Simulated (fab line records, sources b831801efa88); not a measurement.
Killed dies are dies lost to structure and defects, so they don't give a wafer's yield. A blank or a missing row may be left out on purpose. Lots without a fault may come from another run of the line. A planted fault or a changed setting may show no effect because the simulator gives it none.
Which tool did it? | flow sky130 | 12 lots, 34 wafers sampled, at 5 steps of a route of 708

WHAT THE GAUGES READ, wafer by wafer
SKY_METAL1_RS_MEAS_05: measures by four-point-probe.
lot  | measured     | on            | METAL1_ALCU_RS (ohm/sq)
L680 | day 31 23:41 | film_metro-03 | 0.1256 0.1273 0.1276
L684 | day 34 09:23 | film_metro-02 | 0.1275 0.1239 0.1266
L685 | day 34 18:08 | film_metro-03 | 0.1282
L689 | day 35 13:28 | film_metro-01 | 0.1243 0.1278 0.1245
L690 | day 35 14:35 | film_metro-03 | 0.1280 0.1256 0.1259
L692 | day 36 10:14 | film_metro-01 | 0.1266 0.1284 0.1289
L695 | day 36 23:54 | film_metro-01 | 0.1281 0.1253 0.1253
L694 | day 37 04:23 | film_metro-03 | 0.1265 0.1248 0.1250
L696 | day 37 12:41 | film_metro-02 | 0.1279 0.1273 0.1271
L698 | day 37 18:25 | film_metro-02 | 0.1252 0.1265 0.1271
L699 | day 37 20:09 | film_metro-02 | 0.1301 0.1291 0.1302
L700 | day 38 00:46 | film_metro-01 | 0.1273 0.1274 0.1279

SKY_VIA1_RS_MEAS_22: measures by four-point-probe.
lot  | measured     | on            | VIA1_W_RS (ohm/sq)
L680 | day 34 07:07 | film_metro-03 | 0.421 0.419 0.413
L684 | day 36 17:44 | film_metro-02 | 0.419 0.424 0.420
L685 | day 37 02:11 | film_metro-04 | 0.455
L689 | day 37 19:35 | film_metro-03 | 0.425 0.429 0.432
L690 | day 37 21:34 | film_metro-02 | 0.456 0.431 0.433
L692 | day 38 15:46 | film_metro-02 | 0.427 0.426 0.433
L695 | day 39 04:41 | film_metro-02 | 0.420 0.423 0.427
L694 | day 39 09:49 | film_metro-04 | 0.430 0.417 0.431
L696 | day 39 19:10 | film_metro-02 | 0.424 0.431 0.432
L698 | day 40 01:05 | film_metro-04 | 0.435 0.422 0.423
L699 | day 40 02:32 | film_metro-02 | 0.435 0.424 0.440
L700 | day 40 06:50 | film_metro-04 | 0.435 0.436 0.425

SKY_VIA1_THK_MEAS_23: measures by xrf.
lot  | measured     | on            | VIA1_W_THK (nm)
L680 | day 34 07:13 | film_metro-03 | 281 282 287
L684 | day 36 17:51 | film_metro-02 | 277 271 275
L685 | day 37 02:17 | film_metro-04 | 261
L689 | day 37 19:41 | film_metro-03 | 279 278 275
L690 | day 37 21:41 | film_metro-02 | 253 268 268
L692 | day 38 15:53 | film_metro-02 | 273 274 268
L695 | day 39 04:48 | film_metro-02 | 277 274 272
L694 | day 39 09:55 | film_metro-04 | 274 283 274
L696 | day 39 19:17 | film_metro-02 | 273 270 269
L698 | day 40 01:11 | film_metro-04 | 271 281 281
L699 | day 40 02:39 | film_metro-02 | 267 271 263
L700 | day 40 06:57 | film_metro-04 | 272 273 279

WHICH TOOL RAN EACH LOT (tool, then ch and the chambers of the sampled wafers, then the start)
lot  | SKY_METAL1_SPUTTER_03        | SKY_VIA1_CVD_21
L680 | pvd_sputter-03, day 31 23:35 | cvd_w-02 ch 0,1, day 34 07:01
L684 | pvd_sputter-04, day 34 09:17 | cvd_w-01 ch 0,1, day 36 17:38
L685 | pvd_sputter-01, day 34 18:03 | cvd_w-02 ch 0, day 37 02:04
L689 | pvd_sputter-04, day 35 13:22 | cvd_w-01 ch 0, day 37 19:28
L690 | pvd_sputter-04, day 35 14:30 | cvd_w-02 ch 0,1, day 37 21:28
L692 | pvd_sputter-03, day 36 10:11 | cvd_w-01 ch 0,1, day 38 15:41
L695 | pvd_sputter-04, day 36 23:50 | cvd_w-01 ch 0,1, day 39 04:35
L694 | pvd_sputter-04, day 37 04:17 | cvd_w-01 ch 0,1, day 39 09:43
L696 | pvd_sputter-04, day 37 12:38 | cvd_w-01 ch 0,1, day 39 19:04
L698 | pvd_sputter-04, day 37 18:20 | cvd_w-01 ch 0,1, day 40 00:58
L699 | pvd_sputter-03, day 37 20:05 | cvd_w-01 ch 0,1, day 40 02:26
L700 | pvd_sputter-01, day 38 00:42 | cvd_w-01 ch 0,1, day 40 06:44
- SKY_METAL1_SPUTTER_03: material Ti, target thk 5 nm, time 3.3 s.
- SKY_VIA1_CVD_21: deposits W, target thk 270 nm, time 80.902 s.

WHAT THE TOOLS THEMSELVES READ (means of the sampled wafers that have a number; where no wafer has one, the mark that the record gives instead)
SKY_METAL1_SPUTTER_03.
lot  | tool           | throttle_valve_pct (%)
L680 | pvd_sputter-03 | 29.7
L684 | pvd_sputter-04 | 30.1
L685 | pvd_sputter-01 | 30.8
L689 | pvd_sputter-04 | 29.8
L690 | pvd_sputter-04 | 30.3
L692 | pvd_sputter-03 | 29.6
L695 | pvd_sputter-04 | 29.8
L694 | pvd_sputter-04 | 30.2
L696 | pvd_sputter-04 | 31.1
L698 | pvd_sputter-04 | 31.1
L699 | pvd_sputter-03 | 28.9
L700 | pvd_sputter-01 | 29.0

SKY_VIA1_CVD_21.
lot  | tool     | chamber_pressure_Torr (Torr) | heater_power_outer_w (W) | heater_power_w (W)
L680 | cvd_w-02 | 40.07                        | 541                      | 808
L684 | cvd_w-01 | 40.05                        | 486                      | 798
L685 | cvd_w-02 | 34.95                        | 538                      | 859
L689 | cvd_w-01 | 39.91                        | 473                      | 768
L690 | cvd_w-02 | 38.37                        | 540                      | 813
L692 | cvd_w-01 | 40.03                        | 511                      | 819
L695 | cvd_w-01 | 39.98                        | 495                      | 789
L694 | cvd_w-01 | 39.96                        | 493                      | 799
L696 | cvd_w-01 | 39.97                        | 497                      | 806
L698 | cvd_w-01 | 40.02                        | 508                      | 816
L699 | cvd_w-01 | 40.04                        | 488                      | 813
L700 | cvd_w-01 | 40.15                        | 508                      | 819

THE ANSWER, worked out from the rows above alone
Rule: what is usual is taken from the lots themselves. Put in order of their means at a reading, lots are off if they are a third of the lots or fewer, leave a main group of 4 or more, and stand apart from it by a gap of 3 or more times the standard deviation of the main group's means; of several such gaps the widest counts. A main group whose means are all the same, to the digits that the tables above print for the reading, isn't used. A lot without any number at a reading at which 4 lots or more have one is off too. The other lots that the step has rows for count as sound. The gauges are gone through in route order, then the tools' own readings, and for those a lot's mean is taken as printed above. The first step at which some lot is off is used, and at that step the reading that is off furthest; a lot without a number counts as furthest.
Off: L685, L690, at SKY_VIA1_CVD_21 (chamber_pressure_Torr). The main group: mean 40.02 Torr, standard deviation 0.064.
A tool fits if, at that step or a process step before it, it ran every lot that is off, and no sound lot after the first of them. One fits: cvd_w-02 at SKY_VIA1_CVD_21. Its last sound lot is L680 (day 34 07:01), its first lot that is off L685 (day 37 02:04): a fault that began between those two fits.
The tool's own readings at SKY_VIA1_CVD_21 bear it out: on the lots that are off they differ by more than 5 times the standard deviation of the sound lots' means. chamber_pressure_Torr reads 36.66 Torr there against 40.02 Torr on the sound lots.

WHAT THE SIMULATOR HAD PUT IN
Process parameter drift: cvd_w-02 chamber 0, from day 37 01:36 on, at SKY_VIA1_CVD_21. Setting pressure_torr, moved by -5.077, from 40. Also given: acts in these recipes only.
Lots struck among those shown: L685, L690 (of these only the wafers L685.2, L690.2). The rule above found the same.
